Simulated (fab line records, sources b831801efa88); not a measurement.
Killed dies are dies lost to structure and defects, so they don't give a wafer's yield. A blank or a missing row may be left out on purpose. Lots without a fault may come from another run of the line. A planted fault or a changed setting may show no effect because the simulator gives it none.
Chamber matching | flow sky130 | SKY_CAP2M_CVD_00 on pecvd-04: 3 sister chambers
The step deposits SiO2, target thk 15.5 nm. 3 wafers are shown with their chamber, then 9 later ones without.

WAFERS WITH THEIR CHAMBER
wafer  | chamber | heater_power_w (W)
L086.1 | 2       | 731
L086.2 | 1       | 683
L086.6 | 0       | 678

WAFERS WITHOUT THEIR CHAMBER
wafer  | heater_power_w (W)
L092.3 | 755
L092.4 | 622
L092.5 | 768
L093.2 | 721
L093.3 | 662
L093.4 | 738
L096.3 | 665
L096.4 | 683
L096.5 | 745

WHICH CHAMBER EACH WENT THROUGH
wafer  | from the rows above          | in truth
L092.3 | can't be placed: 2 or 1      | 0
L092.4 | can't be placed: 0 or 1      | 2
L092.5 | can't be placed: 2 or 1      | 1
L093.2 | can't be placed: 2 or 1 or 0 | 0
L093.3 | can't be placed: 0 or 1      | 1
L093.4 | can't be placed: 2 or 1      | 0
L096.3 | can't be placed: 0 or 1      | 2
L096.4 | can't be placed: 1 or 0 or 2 | 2
L096.5 | can't be placed: 2 or 1      | 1
Placed correctly: 0 of 9. Can't be placed from these rows: 9 (the true chamber is among the candidates in 5). Placed wrongly: 0.
How it was worked out, from the rows above alone: a wafer's distance from a chamber is the root of the sum, over the readings, of the square of ((its reading less the chamber's mean) divided by the reading's scatter). The wafer belongs to the nearest chamber; if the next one is less than 2 further off, it can't be placed. A chamber's mean is the mean of its shown wafers. The scatter: with one shown wafer a chamber, the root of the mean of the squares of how far each hidden wafer lies from its nearest shown one.
